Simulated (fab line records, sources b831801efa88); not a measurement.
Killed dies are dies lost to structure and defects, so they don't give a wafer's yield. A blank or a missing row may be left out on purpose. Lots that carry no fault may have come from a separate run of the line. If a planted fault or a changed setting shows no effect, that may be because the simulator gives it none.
Check of tool commonality	flow sky130	39 wafers sampled across 11 lots

WHY IT WAS OPENED
At SKY_POLY_GATE_THK_MEAS_21 the reading POLY_GATE_OXIDATION_THK is flagged on 2 of 11 lots. No-fault wafers: 3.99 nm, standard deviation 0.07.
Rule: a lot gets a flag if all its wafers with a number sit over 4 standard deviations from that mean, or if no wafer of it has a number. All remaining lots are regarded as sound.

lot	measured	on	POLY_GATE_OXIDATION_THK (nm), wafer by wafer	flag
L408	day 16 13:17	film_metro-03	4.03 3.91 4.00	
L409	day 17 02:14	film_metro-02	4.09 4.11 4.05	
L410	day 17 10:04	film_metro-03	3.99 3.99 3.82	
L411	day 17 21:52	film_metro-03	4.05 4.01 4.00	
L414	day 19 00:59	film_metro-01	4.04 3.96 4.04	
L418	day 20 10:37	film_metro-03	3.97 3.98 3.99	
L424	day 22 16:29	film_metro-02	2.07 2.14 2.10 2.14 2.09 2.06	FLAGGED
L425	day 22 20:20	film_metro-02	2.09 2.21 2.05 2.11 2.17 2.08	FLAGGED
L429	day 24 04:44	film_metro-01	3.95 3.99 4.02	
L428	day 24 08:11	film_metro-02	3.97 3.93 4.01	
L430	day 24 20:05	film_metro-01	3.91 3.97 3.97	
The mean of the flagged lots' numbers is 2.11 nm, -1.88 nm from the usual (-27 standard deviations).

WHICH TOOL EACH LOT WENT THROUGH
The record keeps 1 process step preceding the reading, out of 708 steps on the route. Every cell lists first the tool, next ch and the chambers used by the sampled wafers, and last the start.
lot	flag	SKY_POLY_GATE_OXIDATION_20
L408		furnace-01 ch 0, day 16 12:02
L409		furnace-01 ch 0, day 17 00:58
L410		furnace-02 ch 0, day 17 08:49
L411		furnace-02 ch 0, day 17 20:37
L414		furnace-01 ch 0, day 18 23:44
L418		furnace-01 ch 0, day 20 09:22
L424	FLAGGED	furnace-02 ch 0, day 22 15:14
L425	FLAGGED	furnace-02 ch 0, day 22 19:05
L429		furnace-01 ch 0, day 24 03:29
L428		furnace-01 ch 0, day 24 06:56
L430		furnace-01 ch 0, day 24 18:50
These steps, and what they do:
- SKY_POLY_GATE_OXIDATION_20: stabilise 600 s, purge 300 s, target thk 4 nm.
- SKY_POLY_GATE_THK_MEAS_21

FLAGGED AGAINST TOTAL, ONE TOOL AT A TIME (gauges that did the reading follow at the end)
step	tool	lots run	flagged	share of the flagged lots	sound lots run after its first flagged lot
SKY_POLY_GATE_OXIDATION_20	furnace-01	7	0	none	-
SKY_POLY_GATE_OXIDATION_20	furnace-02	4	2	all	0
SKY_POLY_GATE_THK_MEAS_21	film_metro-01	3	0	none	-
SKY_POLY_GATE_THK_MEAS_21	film_metro-02	4	2	all	1 (L428)
SKY_POLY_GATE_THK_MEAS_21	film_metro-03	4	0	none	-

WHAT THE TABLE PERMITS
In 2 table rows, all flagged lots were run: furnace-02 (SKY_POLY_GATE_OXIDATION_20), film_metro-02 (SKY_POLY_GATE_THK_MEAS_21).
- furnace-02 at SKY_POLY_GATE_OXIDATION_20: 2 of its 4 lots flagged. A fault beginning between L411 (day 17 20:37), its last sound lot, and L424 (day 22 15:14), its first flagged one, fits the data. Its own readings lie more than 4 standard deviations out on every wafer of the flagged lots: spike_tc_bottom_C, spike_tc_centre_C, spike_tc_lower_C, spike_tc_top_C, spike_tc_upper_C, tube_center_temp_C, tube_center_temp_C_max, zone_power_bottom_pct.
- film_metro-02 at SKY_POLY_GATE_THK_MEAS_21: 2 of its 4 lots flagged. Sound lots followed the first flagged one (L428) on it, something a lasting fault affecting the whole tool could not allow.
furnace-02 at SKY_POLY_GATE_OXIDATION_20 is the single tool remaining.

WHAT THE SIMULATOR HAD PUT IN
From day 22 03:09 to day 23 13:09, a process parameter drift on furnace-02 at SKY_POLY_GATE_OXIDATION_20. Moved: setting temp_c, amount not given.
Struck lots among those shown: L424, L425. Same finding as the rule above.
